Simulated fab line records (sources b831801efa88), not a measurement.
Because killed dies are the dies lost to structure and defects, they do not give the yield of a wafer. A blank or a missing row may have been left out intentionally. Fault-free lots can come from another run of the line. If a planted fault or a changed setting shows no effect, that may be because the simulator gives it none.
Problem report in the 8D (eight disciplines) form, filled by code	flow gf180mcu	the parts of the form that need people (team, actions taken, sign-off) are left out

## 1. THE PROBLEM
Across 6 wafers from 2 lots, V1_CVD_00_THK at GF_V1_THK_MEAS_01 averages 306 nm, while fault-free wafers read 603 nm with a standard deviation of 5.7. Relative to the usual mean, that is a shift of -52 standard deviations.
Earliest sighting: wafer L749.1 on film metro-02 at day 22 14:57. The record has a number at this step for 39 wafers belonging to 13 lots. Rule for "out", or "out of limits": more than 4 standard deviations from the usual mean. The rest of the wafers with a number are treated as sound.

## 2. WHAT IT IS AND WHAT IT IS NOT
question	is	is not
which readings at this step	V1_CVD_00_THK	-
which lots	L749, L752	L734, L736, L737, L738, L739, L742, L743, L744, L746, L747, L748
which wafers of those lots	all that have a number	-
read on which gauges	film metro-02, film metro-03	film metro-01
when	from day 22 14:57	up to then (33 sound wafers)

## 3. WHAT RULES OUT EACH SUSPECT
Counting: any tool at a process step up to the reading is kept as a suspect provided that every lot that is out went through it and no sound lot did after the first of them.
- the gauge at GF_V1_THK_MEAS_01 is ruled out. 2 gauges (film metro-02, film metro-03) read the wafers that are out.
- pvd sputter-03 at GF_CONTACT_SPUTTER_22 (material Ti, target thk 15 nm, time 80.02 s): kept. All lots that are out passed through it, beginning with L749 at day 21 14:17, and no sound lot followed; its final sound lot before that point was L748 at day 21 04:11.
- pvd sputter-03 at GF_CONTACT_SPUTTER_23 (material TiN, target thk 10 nm, time 40 s): kept. All lots that are out passed through it, beginning with L749 at day 21 14:20, and no sound lot followed; its final sound lot before that point was L748 at day 21 04:15.
- hdpcvd-01 at GF_V1_CVD_00 (deposits SiO2, target thk 600 nm, time 100 s): kept. All lots that are out passed through it, beginning with L749 at day 22 14:53, and no sound lot followed; its final sound lot before that point was L747 at day 21 21:51. On those wafers its own readings are out: sih4 flow sccm.
The count leaves pvd sputter-03 at GF_CONTACT_SPUTTER_22, pvd sputter-03 at GF_CONTACT_SPUTTER_23, and hdpcvd-01 at GF_V1_CVD_00.

## 4. THE CAUSE (what the simulator had put in)
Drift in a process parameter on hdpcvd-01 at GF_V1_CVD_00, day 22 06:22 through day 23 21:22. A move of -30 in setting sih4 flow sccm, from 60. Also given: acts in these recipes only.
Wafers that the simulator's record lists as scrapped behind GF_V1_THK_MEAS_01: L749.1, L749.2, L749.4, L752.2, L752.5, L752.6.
Of the 3 suspects that counting leaves, this tool is one.

## 5. SEQUENCE OF EFFECTS, ordered by route
Rows list readings where the struck wafers' mean (over those with a number) sits beyond 3 standard deviations from the usual. Only readings for which the record gives a usual standard deviation are gone through. hours: the time from each lot's start at the first step in this table that gives one to its start at this step, as a median over the lots. sigmas: the change in usual standard deviations.
hours	step	reading	usual	on struck wafers	change	sigmas
0	GF_V1_CVD_00	sih4 flow sccm	60.01 sccm	29.93	-30.07	-99 or more
0	GF_V1_THK_MEAS_01	V1_CVD_00_THK	603 nm	306	-297	-52
Process steps it contains:
- GF_V1_CVD_00: deposits SiO2, target thk 600 nm, time 100 s.

## 6. WHAT WOULD HAVE CAUGHT IT SOONER
The first out-of-limits reading at a measuring or inspecting step in this record came at day 22 14:57, 9 hours after the fault's start at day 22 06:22.
The tool's own readings at GF_V1_CVD_00 were out on every struck wafer that the step has a row for (sih4 flow sccm): an alarm limit on them would have fired on the first of those.
L752, from the lots that are out (2), started GF_V1_CVD_00 on hdpcvd-01 later than day 22 14:57. A tool hold placed at that time would have kept it from harm.
